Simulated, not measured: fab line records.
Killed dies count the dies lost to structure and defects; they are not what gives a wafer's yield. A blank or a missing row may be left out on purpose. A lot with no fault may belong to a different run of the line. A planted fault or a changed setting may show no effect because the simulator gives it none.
Which tool was responsible?    flow sky130    6 lots with 18 wafers sampled at 3 steps, on a route of 708 steps

== WHAT THE GAUGES READ, wafer by wafer ==
SKY_NWELL_TW_MEAS_26.
lot   measured      on             NWELL_2_TW
L370  day 6 02:37   film-metro-04  502 504 502
L375  day 6 17:43   film-metro-04  501 502 497
L377  day 7 04:28   film-metro-04  497 496 497
L379  day 7 21:04   film-metro-03  497 496 497
L381  day 8 04:49   film-metro-03  459 460 459
L392  day 10 22:16  film-metro-04  504 500 501

== TOOL THAT RAN EACH LOT (tool first, then ch and the chambers of the sampled wafers, then the start) ==
lot   SKY_FIELD_ISO_CMP_27          SKY_NWELL_IMPLANT_24
L370  cmp-01 ch 0,1, day 2 21:08    implanter-01 ch 0, day 6 02:24
L375  cmp-01 ch 0,2,3, day 3 15:19  implanter-02 ch 0, day 6 17:28
L377  cmp-02 ch 1,2,3, day 4 00:10  implanter-02 ch 0, day 7 04:13
L379  cmp-02 ch 1,2,3, day 4 13:07  implanter-01 ch 0, day 7 20:50
L381  cmp-02 ch 0,1,3, day 4 20:22  implanter-01 ch 0, day 8 04:34
L392  cmp-01 ch 1,3, day 7 04:53    implanter-03 ch 0, day 10 22:02
- SKY_FIELD_ISO_CMP_27: polishes, stops on Si3N4, t overpolish 16 s, target thk 457.8 nm.
- SKY_NWELL_IMPLANT_24

== THE ANSWER, worked out from the rows above alone ==
Rule: the lots themselves supply what counts as usual. Put in order of their means at a reading, lots are off if they are a third of the lots or fewer, leave a main group of 4 or more, and stand apart from it by a gap of 3 or more times the standard deviation of the main group's means; of several such gaps the widest counts. A main group is skipped when, at the precision printed for the reading in the tables above, its means are all equal. Also off: a lot with no number at a reading for which 4 or more lots have one. All remaining lots with rows at the step are treated as sound.
Off: at SKY_NWELL_TW_MEAS_26 (NWELL_2_TW), L381. The main group has a mean of 500 with a standard deviation of 2.5.
If a tool, at a process step before that reading, ran all the lots that are off and no sound lot after the first of them, it fits. Those tools and the gauges at SKY_NWELL_TW_MEAS_26 are tried in the same way. Can't be told from this: 3 tools fit, cmp-02 at SKY_FIELD_ISO_CMP_27, implanter-01 at SKY_NWELL_IMPLANT_24, film-metro-03 at SKY_NWELL_TW_MEAS_26.

== WHAT HAD BEEN PUT IN BY THE SIMULATOR ==
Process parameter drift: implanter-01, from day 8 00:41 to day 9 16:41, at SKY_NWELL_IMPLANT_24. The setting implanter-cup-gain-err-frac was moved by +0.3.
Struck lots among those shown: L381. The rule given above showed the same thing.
